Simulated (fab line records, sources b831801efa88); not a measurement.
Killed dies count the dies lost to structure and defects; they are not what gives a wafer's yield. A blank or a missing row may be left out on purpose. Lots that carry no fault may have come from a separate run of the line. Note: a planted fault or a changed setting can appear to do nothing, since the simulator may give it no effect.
Which tool did it? | flow sky130 | 14 lots with 42 wafers sampled at 4 steps, on a route of 708 steps

WHAT EACH GAUGE READ, for each wafer
SKY_METAL2_THK_MEAS_06: measures by xrf. Usual: METAL2_ALCU_THK typically reads 246.3 nm, with standard deviation 2.9.
lot  | measured     | on            | METAL2_ALCU_THK (nm) | flag
L366 | day 33 15:50 | film-metro-04 | 242.9 242.8 246.9    |
L368 | day 34 13:10 | film-metro-04 | 248.8 247.0 249.2    |
L369 | day 34 20:17 | film-metro-03 | 248.7 249.1 245.5    |
L370 | day 35 05:32 | film-metro-04 | 248.6 250.4 251.7    |
L374 | day 36 12:10 | film-metro-01 | 240.5 236.2 241.8    |
L375 | day 37 01:55 | film-metro-03 | 249.0 246.7 248.6    |
L376 | day 37 10:54 | film-metro-03 | 247.2 250.6 250.5    |
L377 | day 37 13:57 | film-metro-03 | 247.8 248.5 247.5    |
L378 | day 37 21:55 | film-metro-04 | 244.8 246.4 247.8    |
L379 | day 38 01:19 | film-metro-01 | 245.4 247.4 245.0    |
L385 | day 39 19:04 | film-metro-04 | 248.1 250.1 247.2    |
L386 | day 40 00:01 | film-metro-04 | 244.5 247.8 247.4    |
L387 | day 40 05:07 | film-metro-04 | 244.4 244.6 245.8    |
L389 | day 42 06:25 | film-metro-01 | 250.3 249.3 249.5    |

SKY_VIA3_THK_MEAS_01. Usual: VIA3_HDPCVD_THK typically reads 1639 nm, with standard deviation 17.
lot  | measured     | on            | VIA3_HDPCVD_THK (nm) | flag
L366 | day 38 04:47 | film-metro-04 | 1641 1610 1606       |
L368 | day 39 01:54 | film-metro-03 | 1636 1625 1625       |
L369 | day 39 08:25 | film-metro-03 | 1645 1634 1621       |
L370 | day 39 15:58 | film-metro-03 | 1626 1652 1634       |
L374 | day 41 05:56 | film-metro-02 | 1641 1664 1650       |
L375 | day 41 08:26 | film-metro-03 | 1645 1627 1625       |
L376 | day 41 13:16 | film-metro-03 | 1654 1660 1639       |
L377 | day 41 17:45 | film-metro-04 | 1631 1610 1638       |
L378 | day 42 00:53 | film-metro-02 | 1643 1607 1614       |
L379 | day 42 06:34 | film-metro-03 | 1617 1608 1624       |
L385 | day 44 06:15 | film-metro-03 | 1622 1613 1622       |
L386 | day 44 08:50 | film-metro-02 | 1638 1636 1650       |
L387 | day 44 11:42 | film-metro-02 | 1648 1654 1667       |
L389 | day 46 03:59 | film-metro-02 | 1649 1654 1645       |

SKY_VIA3_BOW_MEAS_03. Usual: VIA3_BOW typically reads 80 um, with standard deviation 8.3.
lot  | measured     | on            | VIA3_BOW (um) | flag
L366 | day 38 05:10 | film-metro-03 | 80 81 85      |
L368 | day 39 02:17 | film-metro-02 | 80 80 83      |
L369 | day 39 08:46 | film-metro-02 | 73 74 73      |
L370 | day 39 16:19 | film-metro-03 | 83 81 76      |
L374 | day 41 06:23 | film-metro-03 | 74 79 73      |
L375 | day 41 12:40 | film-metro-04 | 66 79 72      |
L376 | day 41 14:12 | film-metro-03 | 80 70 85      |
L377 | day 41 18:07 | film-metro-03 | 88 89 85      |
L378 | day 42 01:16 | film-metro-04 | 80 78 70      |
L379 | day 42 07:03 | film-metro-02 | 79 65 80      |
L385 | day 44 06:37 | film-metro-04 | 67 81 74      |
L386 | day 44 09:11 | film-metro-04 | 83 82 76      |
L387 | day 44 12:04 | film-metro-03 | 80 91 83      |
L389 | day 46 04:22 | film-metro-04 | 60 83 78      |

WHICH TOOL RAN EACH LOT (tool, then ch and the chambers of the sampled wafers, then the start)
lot  | SKY_LDD_LDN_HMDS_01
L366 | litho-track-03 ch 0, day 21 15:16
L368 | litho-track-03 ch 0, day 22 15:52
L369 | litho-track-03 ch 0, day 23 00:50
L370 | litho-track-01 ch 0, day 23 11:22
L374 | litho-track-03 ch 0, day 25 00:44
L375 | litho-track-03 ch 0, day 25 14:58
L376 | litho-track-01 ch 0, day 26 00:47
L377 | litho-track-03 ch 0, day 26 03:59
L378 | litho-track-02 ch 0, day 26 12:56
L379 | litho-track-01 ch 0, day 26 17:25
L385 | litho-track-03 ch 0, day 28 17:47
L386 | litho-track-02 ch 0, day 28 23:57
L387 | litho-track-01 ch 0, day 29 05:31
L389 | litho-track-02 ch 0, day 31 05:08
- SKY_LDD_LDN_HMDS_01: prime time 60 s.

WHAT THE TOOLS THEMSELVES READ (means of the sampled wafers that have a number; where no wafer has one, the mark that the record gives instead)
SKY_LDD_LDN_HMDS_01. Usual: prime-temp-c reads 119.99 C (standard deviation 0.14).
lot  | tool           | prime-temp-c (C) | flag
L366 | litho-track-03 | 120.09           |
L368 | litho-track-03 | 119.96           |
L369 | litho-track-03 | 120.04           |
L370 | litho-track-01 | 119.95           |
L374 | litho-track-03 | 120.00           |
L375 | litho-track-03 | 121.27           | OFF
L376 | litho-track-01 | 120.10           |
L377 | litho-track-03 | 121.23           | OFF
L378 | litho-track-02 | 120.08           |
L379 | litho-track-01 | 119.87           |
L385 | litho-track-03 | 119.85           |
L386 | litho-track-02 | 120.06           |
L387 | litho-track-01 | 119.86           |
L389 | litho-track-02 | 119.96           |

THE ANSWER, worked out from the rows above alone
Rule: lot off if the mean of its wafers having a number is beyond 3 standard deviations from the usual mean. A lot without any number at a reading at which 4 lots or more have one is off too. Where the step has rows for the other lots, those lots are counted as sound. After the gauges, taken in route order, come the tools' own readings; for these a lot's mean is taken, as printed above. The first step at which some lot is off is used, and at that step the reading that is off furthest; a lot without a number counts as furthest.
Off at SKY_LDD_LDN_HMDS_01 (prime-temp-c): L375, L377.
A tool fits if, at that step or a process step before it, it ran every lot that is off, and no sound lot after the first of them. Of those tried, none fits.

WHAT THE SIMULATOR PUT IN
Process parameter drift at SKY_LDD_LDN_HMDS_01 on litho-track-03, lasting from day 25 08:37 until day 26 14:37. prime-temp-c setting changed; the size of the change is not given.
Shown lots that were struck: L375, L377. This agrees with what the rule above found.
